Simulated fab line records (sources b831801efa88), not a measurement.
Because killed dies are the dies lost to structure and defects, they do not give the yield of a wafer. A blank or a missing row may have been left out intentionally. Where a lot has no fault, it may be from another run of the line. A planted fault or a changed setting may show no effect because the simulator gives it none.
fab line records | flow sky130 | part 1 of 2: steps 1 to 29 of 39
record: lots: 5 wafers: 15 lastDay: 49
route steps=708 shown METAL1@444 VIA1@458
lots untouched by any fault: they come from a run of this same line in which no faults occurred
startH: hours from the record's first day to the start of the lot's first wafer shown | waitH: how many hours have passed since the lot's step before this one | " same as the row above | L1.1+2: several wafers, shown together as one row | - value missing, or start not given | * or withheld: withheld | < > ~ a bound
route shown NAME@n: NAME is a module with steps in the file, n the number in the route of the first one | usual: mean and standard deviation over wafers with no fault | same: alike in all rows | chamber/n: place in a boat | sites: readings site by site | _std_site: standard deviation across them | _edge_site: inner sites' mean taken away from outer sites' mean | radiusMm: for every site, how far away it sits from the centre of the wafer | mask NAME#n: copy n | behind: the most recent tool/chamber to have shaped the wafer | hold: reason for holding the lot/hours on hold/outcome of the hold | device: transistor that didn't switch, given as n, p or np | end of line: tests run on the same wafers once the route is complete | a step with no rows: only its recipe | killed: count of dies lost to structure and defects at first sort (not the wafer's yield) | map: a wafer's dies, marking killed ones x, the rest . and places with no die _
set.NAME: the setting the step ran with; set.NAME@STEP: the setting that earlier step ran with | model.NAME: the simulator's own value behind a step, which no gauge read
a table for each step, a row for each wafer; lots at some steps of the route
services: from which hour (startH, from the record's first day; less than 0 if before it) a tool's chamber was out of use, for how many hours, and why
== steps ==
step: SKY_METAL1_COAT_10
recipe: resist: KrF-thick spinRpm: 3000 resistThkNm: 450
columns lot.wafer tool chamber startH waitH
L078.1+4+6 lithoTrack-02 0 - -
L080.2+3+5 lithoTrack-04 0 - -
L082.1+4+5 lithoTrack-04 0 - -
L083.3+4+5 lithoTrack-02 0 - -
L091.1+3+6 lithoTrack-02 0 - -
step: SKY_METAL1_SOFTBAKE_11
recipe: tempC: 100 timeS: 90 resist: KrF-thick
columns lot.wafer tool chamber startH waitH
L078.1+4+6 lithoTrack-02 0 - -
L080.2+3+5 lithoTrack-04 0 - -
L082.1+4+5 lithoTrack-04 0 - -
L083.3+4+5 lithoTrack-02 0 - -
L091.1+3+6 lithoTrack-02 0 - -
step: SKY_METAL1_EXPOSE_12
recipe: maskId: MM1 na: 0.8 sourceShape: annular sigmaInner: 0.55 sigmaOuter: 0.85 targetCdNm: 140 doseMj: 28
usual: stageVelMmS: 500.07/0.25
same: na: 0.8 sigmaInner: 0.55 sigmaOuter: 0.85
columns lot.wafer tool chamber startH waitH mask stageVelMmS
L078.1 krfScanner-01 0 - - MM1#0 500.51
L078.4 " 0 " " MM1#0 500.40
L078.6 " 0 " " MM1#0 500.34
L080.2 krfScanner-02 0 - - MM1#0 500.18
L080.3 " 0 " " MM1#0 499.39
L080.5 " 0 " " MM1#0 499.97
L082.1 krfScanner-02 0 - - MM1#0 499.46
L082.4 " 0 " " MM1#0 499.94
L082.5 " 0 " " MM1#0 499.88
L083.3 krfScanner-02 0 - - MM1#0 500.28
L083.4 " 0 " " MM1#0 499.84
L083.5 " 0 " " MM1#0 499.85
L091.1 krfScanner-01 0 - - MM1#0 500.15
L091.3 " 0 " " MM1#0 500.27
L091.6 " 0 " " MM1#0 500.27
step: SKY_METAL1_PEB_13
recipe: pebTempC: withheld pebTimeS: withheld resist: KrF-thick
columns lot.wafer tool chamber startH waitH
L078.1+4+6 lithoTrack-04 0 - -
L080.2+3+5 lithoTrack-03 0 - -
L082.1+4+5 lithoTrack-02 0 - -
L083.3+4+5 lithoTrack-03 0 - -
L091.1+3+6 lithoTrack-03 0 - -
step: SKY_METAL1_DEVELOP_14
recipe: developTimeS: 60 resist: KrF-thick devTempC: 21
usual: developerTempC: 21.02/0.1
columns lot.wafer tool chamber startH waitH developerTempC
L078.1 lithoTrack-04 0 - - 20.88
L078.4 " 0 " " 20.91
L078.6 " 0 " " 20.96
L080.2 lithoTrack-03 0 - - 20.98
L080.3 " 0 " " 21.23
L080.5 " 0 " " 21.05
L082.1 lithoTrack-02 0 - - 21.02
L082.4 " 0 " " 20.88
L082.5 " 0 " " 21.00
L083.3 lithoTrack-03 0 - - 21.22
L083.4 " 0 " " 21.09
L083.5 " 0 " " 21.10
L091.1 lithoTrack-03 0 - - 21.15
L091.3 " 0 " " 20.96
L091.6 " 0 " " 21.18
step: SKY_METAL1_CD_MEAS_15
recipe: targetCdNm: 140
usual: cdNm: 139.7/2
columns lot.wafer tool chamber startH waitH cdNm
L078.1 cdSem-02 - 794.88 - 136.9
L078.4 " - " " 136.5
L078.6 " - " " 136.5
L080.2 cdSem-02 - 834.83 - 139.2
L080.3 " - " " 139.7
L080.5 " - " " 140.9
L082.1 cdSem-01 - 835.60 - 142.8
L082.4 " - " " 141.1
L082.5 " - " " 141.2
L083.3 cdSem-01 - 841.15 - 141.2
L083.4 " - " " 140.6
L083.5 " - " " 140.7
L091.1 cdSem-01 - 892.31 - 140.6
L091.3 " - " " 141.1
L091.6 " - " " 141.3
step: SKY_METAL1_OVL_MEAS_16
usual: METAL1_OVL: 4/5.4
columns lot.wafer tool chamber startH waitH METAL1_OVL[nm]
L078.1 overlay-02 - 795.00 0.1 -2
L078.4 " - " " 9
L078.6 " - " " 5
L080.2 overlay-02 - 834.94 0.1 9
L080.3 " - " " 10
L080.5 " - " " 9
L082.1 overlay-01 - 835.72 0.1 7
L082.4 " - " " 2
L082.5 " - " " 3
L083.3 overlay-02 - 841.25 0.1 3
L083.4 " - " " 6
L083.5 " - " " 6
L091.1 overlay-02 - 892.43 0.1 3
L091.3 " - " " -3
L091.6 " - " " 7
step: SKY_METAL1_DESCUM_17
recipe: chemistry: O2 sourcePowerW: 150 biasPowerW: 0 pressureMtorr: 10 tempC: 40 timeS: 8
usual: drypumpMotorCurrentA: 6.0/0.46 oesProductAu: 0.998/0.0085
columns lot.wafer tool chamber startH waitH drypumpMotorCurrentA oesProductAu rfHoursCounterH
L078.1 rieMetal-01 1 795.04 0.0 5.2 0.994 16
L078.4 " 1 " " 5.2 1.008 -
L078.6 " 1 " " 5.2 0.991 -
L080.2 rieMetal-02 1 834.97 0.0 6.1 0.987 13
L080.3 " 0 " " 6.4 1.002 -
L080.5 " 1 " " 6.1 0.990 -
L082.1 rieMetal-01 0 835.75 0.0 5.9 0.989 4
L082.4 " 0 " " 5.9 0.989 -
L082.5 " 1 " " 5.2 0.998 -
L083.3 rieMetal-03 1 841.28 0.0 5.7 1.012 -
L083.4 " 0 " " 6.5 0.990 -
L083.5 " 0 " " 6.5 0.998 -
L091.1 rieMetal-03 0 892.47 0.0 6.5 0.986 15
L091.3 " 0 " " 6.5 0.988 -
L091.6 " 0 " " 6.5 0.989 -
step: SKY_METAL1_ETCH_18
recipe: chemistry: N2/H2 target: BARC ionEnergyEv: 200 biasW: 100 pressureMtorr: 30 n2FlowSccm: 100 h2FlowSccm: 200 icpW: 500 stopOn: SiO2 timeS: 45.9 targetDepthA: 600
usual: drypumpMotorCurrentA: 6.0/0.47 h2FlowSccm: 200.0/0.65 oesProductAu: 0.855/0.0051 throttleValvePct: 13.224/0.0091
columns lot.wafer tool chamber startH waitH drypumpMotorCurrentA h2FlowSccm oesProductAu rfHoursCounterH throttleValvePct
L078.1 rieMetal-01 1 795.07 0.0 5.2 199.8 0.851 16 13.227
L078.4 " 1 " " 5.2 200.5 0.861 - 13.218
L078.6 " 1 " " 5.2 199.3 0.854 - 13.225
L080.2 rieMetal-02 1 835.00 0.0 6.2 200.7 0.856 13 13.213
L080.3 " 0 " " 6.4 200.2 0.855 - 13.230
L080.5 " 1 " " 6.1 199.9 0.863 - 13.225
L082.1 rieMetal-01 0 835.79 0.0 5.9 200.5 0.853 4 13.224
L082.4 " 0 " " 5.9 200.6 0.858 - 13.216
L082.5 " 1 " " 5.2 200.3 0.846 - 13.212
L083.3 rieMetal-03 1 841.32 0.0 5.7 200.0 0.849 - 13.234
L083.4 " 0 " " 6.5 200.1 0.853 - 13.215
L083.5 " 0 " " 6.5 200.1 0.858 - 13.233
L091.1 rieMetal-03 0 892.53 0.1 6.6 200.8 0.855 15 13.237
L091.3 " 0 " " 6.6 200.2 0.854 - 13.229
L091.6 " 0 " " 6.6 200.4 0.847 - 13.242
step: SKY_METAL1_METAL_ETCH_19
recipe: targetDepthA: 3600 stopOn: SiO2 overEtchFrac: 0.3 timeS: 78 chemistry: Cl2/BCl3 resistSidewallDeg: 88 pressureMtorr: 10 icpW: 900 biasW: 48.5 Cl2_flow_sccm: 60 bcl3FlowSccm: 30
usual: drypumpMotorCurrentA: 6.0/0.46 oesProductAu: 0.853/0.011 throttleValvePct: 22.265/0.0089
columns lot.wafer tool chamber startH waitH drypumpMotorCurrentA oesProductAu rfHoursCounterH throttleValvePct
L078.1 rieMetal-01 1 795.13 0.0 5.2 0.867 16 22.274
L078.4 " 1 " " 5.2 0.856 - 22.271
L078.6 " 1 " " 5.2 0.860 - 22.260
L080.2 rieMetal-02 1 835.06 0.0 6.1 0.865 13 22.257
L080.3 " 0 " " 6.4 0.839 - 22.266
L080.5 " 1 " " 6.1 0.846 - 22.260
L082.1 rieMetal-01 0 835.85 0.0 5.9 0.845 4 22.266
L082.4 " 0 " " 5.9 0.839 - 22.254
L082.5 " 1 " " 5.2 0.861 - 22.275
L083.3 rieMetal-03 1 841.39 0.1 5.7 0.838 - 22.253
L083.4 " 0 " " 6.6 0.843 - 22.277
L083.5 " 0 " " 6.5 0.846 - 22.259
L091.1 rieMetal-03 0 892.66 0.1 6.5 0.845 15 22.259
L091.3 " 0 " " 6.5 0.870 - 22.283
L091.6 " 0 " " 6.5 0.872 - 22.267
step: SKY_METAL1_STRIP_20
recipe: chemistry: O2/N2 powerW: 1400 pressureMtorr: 1500 platenTempC: withheld o2FlowSccm: 3000 n2FlowSccm: 300 overashFraction: 0.5
usual: drypumpMotorCurrentA: 5.6/0.44 oesProductAu: 0.344/0.0051 stripTimeToEndpointS: 2.71/0.04
columns lot.wafer tool chamber startH waitH drypumpMotorCurrentA oesProductAu rfHoursCounterH stripTimeToEndpointS
L078.1 plasmaAsher-04 1 795.22 0.1 6.1 0.347 99 2.73
L078.4 " 0 " " 6.1 0.344 - 2.72
L078.6 " 0 " " 6.2 0.355 - 2.67
L080.2 plasmaAsher-03 0 835.15 0.1 5.3 0.353 72 2.73
L080.3 " 1 " " 5.9 0.339 - 2.66
L080.5 " 0 " " 5.3 0.346 - 2.71
L082.1 plasmaAsher-01 0 835.94 0.1 5.7 0.345 9 2.73
L082.4 " 0 " " 5.7 0.351 - 2.71
L082.5 " 1 " " 4.9 0.337 - 2.72
L083.3 plasmaAsher-03 1 841.49 0.1 5.9 0.335 - 2.64
L083.4 " 0 " " 5.3 0.339 - 2.70
L083.5 " 0 " " 5.3 0.337 - 2.68
L091.1 plasmaAsher-01 1 892.84 0.1 4.9 0.345 16 2.70
L091.3 " 0 " " 5.8 0.341 - 2.70
L091.6 " 1 " " 4.9 0.345 - 2.74
step: SKY_METAL1_STRIP_21
recipe: chemistry: postEtchResidueRemover timeS: 1200 tempC: 72.5
columns lot.wafer tool chamber startH waitH
L078.1+4+6 wetBench-01 1 795.32 0.1
L080.2+3+5 wetBench-01 1 835.25 0.1
L082.1+4+5 wetBench-03 0 836.04 0.1
L083.3+4+5 wetBench-01 1 841.55 0.0
L091.1+3+6 wetBench-03 1 892.94 0.1
step: SKY_METAL1_CLEAN_22
recipe: chemistry: IPA timeS: 180 tempC: 25
columns lot.wafer tool chamber startH waitH
L078.1+4+6 wetBench-03 2 795.70 0.0
L080.2+3+5 wetBench-02 0 835.63 0.0
L082.1+4+5 wetBench-03 3 836.41 0.0
L083.3+4+5 wetBench-03 3 841.93 0.0
L091.1+3+6 wetBench-01 1 893.28 0.0
step: SKY_METAL1_CLEAN_23
recipe: chemistry: O3/DIW dry: n2Spin
columns lot.wafer tool chamber startH waitH
L078.1+4+6 wetBench-02 2 795.76 0.0
L080.2+3+5 wetBench-03 1 835.69 0.0
L082.1+4+5 wetBench-02 1 836.47 0.0
L083.3+4+5 wetBench-01 0 841.99 0.0
L091.1+3+6 wetBench-02 1 893.34 0.0
step: SKY_VIA1_HDPCVD_00
recipe: material: SiO2 targetThkNm: 1030 sigmaOpenFrac: 0.3 timeS: 171.7 tempC: 400 sih4FlowSccm: 58.2 pressureMtorr: 6
columns lot.wafer tool chamber startH waitH
L078.1+4+6 hdpcvd-01 2,2,0 795.85 0.0
L080.2+3+5 hdpcvd-02 0,2,1 835.79 0.0
L082.1+4+5 hdpcvd-02 1,0,1 836.57 0.0
L083.3+4+5 hdpcvd-02 1,0,1 842.09 0.0
L091.1+3+6 hdpcvd-01 0,1,2 893.43 0.0
step: SKY_VIA1_THK_MEAS_01
recipe: reads: SiO2_of_VIA1_HDPCVD_00
usual: VIA1_HDPCVD_THK: 1001/9.9
columns lot.wafer tool chamber startH waitH VIA1_HDPCVD_THK[nm]
L078.1 filmMetro-03 - 795.96 0.1 1012
L078.4 " - " " 1005
L078.6 " - " " 1007
L080.2 filmMetro-02 - 835.91 0.1 1019
L080.3 " - " " 1001
L080.5 " - " " 1006
L082.1 filmMetro-01 - 836.68 0.1 1012
L082.4 " - " " 1003
L082.5 " - " " 1012
L083.3 filmMetro-02 - 842.28 0.1 1003
L083.4 " - " " 1011
L083.5 " - " " 1008
L091.1 filmMetro-03 - 893.54 0.1 985
L091.3 " - " " 985
L091.6 " - " " 997
step: SKY_VIA1_CMP_02
recipe: material: SiO2 downForcePsi: 4 platenRpm: 60 padVelocityMS: 0.94248
usual: motorCurrentA: 13.1/2.1 slurryFilterDpKPa: 13.48/0.13
columns lot.wafer tool chamber startH waitH motorCurrentA slurryFilterDpKPa
L078.1 cmp-02 0 796.02 0.1 13.5 13.30
L078.4 " 2 " " 15.8 13.52
L078.6 " 1 " " 11.3 13.61
L080.3 cmp-01 3 836.20 0.3 12.8 13.51
L080.2 " 1 " " 10.3 13.35
L080.5 " 2 " " 16.3 13.45
L082.4 cmp-01 2 836.80 0.1 16.2 13.56
L082.1 " 3 " " 12.6 13.37
L082.5 " 1 " " 10.8 13.65
L083.3 cmp-01 3 842.47 0.2 12.4 13.46
L083.4 " 0 " " 10.3 13.39
L083.5 " 3 " " 12.5 13.34
L091.3 cmp-01 0 893.65 0.1 10.4 13.65
L091.1 " 2 " " 16.1 13.55
L091.6 " 3 " " 12.8 13.40
step: SKY_VIA1_BOW_MEAS_03
recipe: mode: bow
usual: VIA1_BOW: 82/7.9
columns lot.wafer tool chamber startH waitH VIA1_BOW[um]
L078.1 filmMetro-01 - 796.32 0.2 86
L078.4 " - " " 95
L078.6 " - " " 77
L080.2 filmMetro-02 - 836.47 0.1 83
L080.3 " - " " 86
L080.5 " - " " 82
L082.1 filmMetro-02 - 837.05 0.1 75
L082.4 " - " " 73
L082.5 " - " " 69
L083.3 filmMetro-02 - 842.81 0.3 87
L083.4 " - " " 83
L083.5 " - " " 90
L091.1 filmMetro-02 - 893.90 0.1 86
L091.3 " - " " 91
L091.6 " - " " 98
step: SKY_VIA1_DEHYDRATE_04
recipe: tempC: 200 timeS: 60
columns lot.wafer tool chamber startH waitH
L078.1+4+6 lithoTrack-02 0 808.20 11.9
L080.2+3+5 lithoTrack-01 0 848.55 12.1
L082.1+4+5 lithoTrack-03 0 848.76 11.7
L083.3+4+5 lithoTrack-02 0 855.20 12.4
L091.1+3+6 lithoTrack-03 0 906.26 12.3
step: SKY_VIA1_HMDS_05
recipe: primeTimeS: 60 primeTempC: 120
columns lot.wafer tool chamber startH waitH
L078.1+4+6 lithoTrack-02 0 808.35 0.1
L080.2+3+5 lithoTrack-01 0 848.70 0.1
L082.1+4+5 lithoTrack-03 0 848.91 0.1
L083.3+4+5 lithoTrack-02 0 855.35 0.1
L091.1+3+6 lithoTrack-03 0 906.41 0.1
step: SKY_VIA1_COAT_06
recipe: resist: BARC tempC: withheld timeS: withheld spinRpm: 3000 resistThkNm: 60
columns lot.wafer tool chamber startH waitH
L078.1+4+6 lithoTrack-02 0 808.50 0.1
L080.2+3+5 lithoTrack-01 0 848.85 0.1
L082.1+4+5 lithoTrack-03 0 849.06 0.1
L083.3+4+5 lithoTrack-02 0 855.50 0.1
L091.1+3+6 lithoTrack-03 0 906.56 0.1
step: SKY_VIA1_COAT_07
recipe: resist: KrF-thick spinRpm: 3000 resistThkNm: 450
columns lot.wafer tool chamber startH waitH
L078.1+4+6 lithoTrack-02 0 - -
L080.2+3+5 lithoTrack-01 0 - -
L082.1+4+5 lithoTrack-03 0 - -
L083.3+4+5 lithoTrack-02 0 - -
L091.1+3+6 lithoTrack-03 0 - -
step: SKY_VIA1_SOFTBAKE_08
recipe: tempC: 98.79 timeS: 90 resist: KrF-thick
columns lot.wafer tool chamber startH waitH
L078.1+4+6 lithoTrack-02 0 - -
L080.2+3+5 lithoTrack-01 0 - -
L082.1+4+5 lithoTrack-03 0 - -
L083.3+4+5 lithoTrack-02 0 - -
L091.1+3+6 lithoTrack-03 0 - -
step: SKY_VIA1_EXPOSE_09
recipe: maskId: VIM na: 0.8 sourceShape: annular sigmaInner: 0.55 sigmaOuter: 0.85 targetCdNm: 150 doseMj: 38
usual: stageVelMmS: 499.97/0.23
same: na: 0.8 sigmaInner: 0.55 sigmaOuter: 0.85
columns lot.wafer tool chamber startH waitH mask stageVelMmS
L078.1 krfScanner-01 0 - - VIM#0 499.58
L078.4 " 0 " " VIM#0 499.89
L078.6 " 0 " " VIM#0 499.89
L080.2 krfScanner-01 0 - - VIM#0 499.85
L080.3 " 0 " " VIM#0 499.68
L080.5 " 0 " " VIM#0 499.63
L082.1 krfScanner-01 0 - - VIM#0 500.15
L082.4 " 0 " " VIM#0 499.98
L082.5 " 0 " " VIM#0 499.84
L083.3 krfScanner-01 0 - - VIM#0 500.22
L083.4 " 0 " " VIM#0 500.21
L083.5 " 0 " " VIM#0 500.43
L091.1 krfScanner-02 0 - - VIM#0 499.96
L091.3 " 0 " " VIM#0 500.16
L091.6 " 0 " " VIM#0 500.19
step: SKY_VIA1_PEB_10
recipe: pebTempC: withheld pebTimeS: withheld resist: KrF-thick
columns lot.wafer tool chamber startH waitH
L078.1+4+6 lithoTrack-02 0 - -
L080.2+3+5 lithoTrack-02 0 - -
L082.1+4+5 lithoTrack-03 0 - -
L083.3+4+5 lithoTrack-03 0 - -
L091.1+3+6 lithoTrack-01 0 - -
step: SKY_VIA1_DEVELOP_11
recipe: developTimeS: 60 resist: KrF-thick devTempC: 21
usual: developerTempC: 21.02/0.093
columns lot.wafer tool chamber startH waitH developerTempC
L078.1 lithoTrack-02 0 - - 20.99
L078.4 " 0 " " 21.00
L078.6 " 0 " " 21.07
L080.2 lithoTrack-02 0 - - 21.11
L080.3 " 0 " " 21.04
L080.5 " 0 " " 21.09
L082.1 lithoTrack-03 0 - - 21.17
L082.4 " 0 " " 21.04
L082.5 " 0 " " 21.07
L083.3 lithoTrack-03 0 - - 20.93
L083.4 " 0 " " 20.93
L083.5 " 0 " " 20.97
L091.1 lithoTrack-01 0 - - 21.06
L091.3 " 0 " " 21.06
L091.6 " 0 " " 21.00
step: SKY_VIA1_CD_MEAS_12
recipe: targetCdNm: 150
usual: cdNm: 149.9/1.5
columns lot.wafer tool chamber startH waitH cdNm
L078.1 cdSem-01 - 822.95 - 150.2
L078.4 " - " " 151.4
L078.6 " - " " 151.1
L080.2 cdSem-01 - 862.82 - 152.1
L080.3 " - " " 150.5
L080.5 " - " " 151.3
L082.1 cdSem-01 - 863.16 - 149.9
L082.4 " - " " 149.0
L082.5 " - " " 148.5
L083.3 cdSem-02 - 868.85 - 151.2
L083.4 " - " " 151.1
L083.5 " - " " 150.1
L091.1 cdSem-01 - 919.18 - 147.3
L091.3 " - " " 147.6
L091.6 " - " " 147.4
step: SKY_VIA1_OVL_MEAS_13
usual: VIA1_OVL: 2/5.8
columns lot.wafer tool chamber startH waitH VIA1_OVL[nm]
L078.1 overlay-01 - 823.07 0.1 -7
L078.4 " - " " -3
L078.6 " - " " -3
L080.2 overlay-02 - 862.92 0.1 2
L080.3 " - " " 3
L080.5 " - " " 2
L082.1 overlay-02 - 863.28 0.1 -8
L082.4 " - " " -7
L082.5 " - " " -9
L083.3 overlay-02 - 868.95 0.1 2
L083.4 " - " " 11
L083.5 " - " " 4
L091.1 overlay-02 - 919.30 0.1 1
L091.3 " - " " 3
L091.6 " - " " 10
step: SKY_VIA1_ETCH_14
recipe: chemistry: N2/H2 target: BARC ionEnergyEv: 200 sourceW: 500 biasW: 100 pressureMtorr: 30 n2FlowSccm: 100 h2FlowSccm: 200 stopOn: SiO2 timeS: 45.9 targetDepthA: 600
usual: drypumpMotorCurrentA: 5.7/0.57 h2FlowSccm: 200.0/0.57 oesProductAu: 0.855/0.0051 throttleValvePct: 13.226/0.0098
columns lot.wafer tool chamber startH waitH drypumpMotorCurrentA h2FlowSccm oesProductAu rfHoursCounterH throttleValvePct
L078.1 rieDiel-01 1 823.10 0.0 6.0 200.1 0.860 2 13.246
L078.4 " 3 " " 6.0 199.4 0.858 - 13.233
L078.6 " 0 " " 6.1 200.4 0.862 - 13.219
L080.2 rieDiel-01 1 862.95 0.0 6.0 200.1 0.848 3 13.233
L080.3 " 0 " " 6.1 200.5 0.851 19 13.221
L080.5 " 2 " " 6.3 200.6 0.855 - 13.234
L082.1 rieDiel-04 0 863.32 0.0 6.3 199.5 0.855 9 13.227
L082.4 " 2 " " 5.9 199.7 0.855 17 13.230
L082.5 " 3 " " 5.5 200.5 0.860 - 13.207
L083.3 rieDiel-01 1 868.97 0.0 6.0 199.7 0.857 3 13.214
L083.4 " 3 " " 6.0 199.7 0.856 7 13.218
L083.5 " 0 " " 6.1 201.0 0.859 - 13.235
L091.1 rieDiel-01 1 919.34 0.0 6.0 200.1 0.856 5 13.220
L091.3 " 2 " " 6.3 200.4 0.858 3 13.244
L091.6 " 3 " " 6.0 200.0 0.862 - 13.218
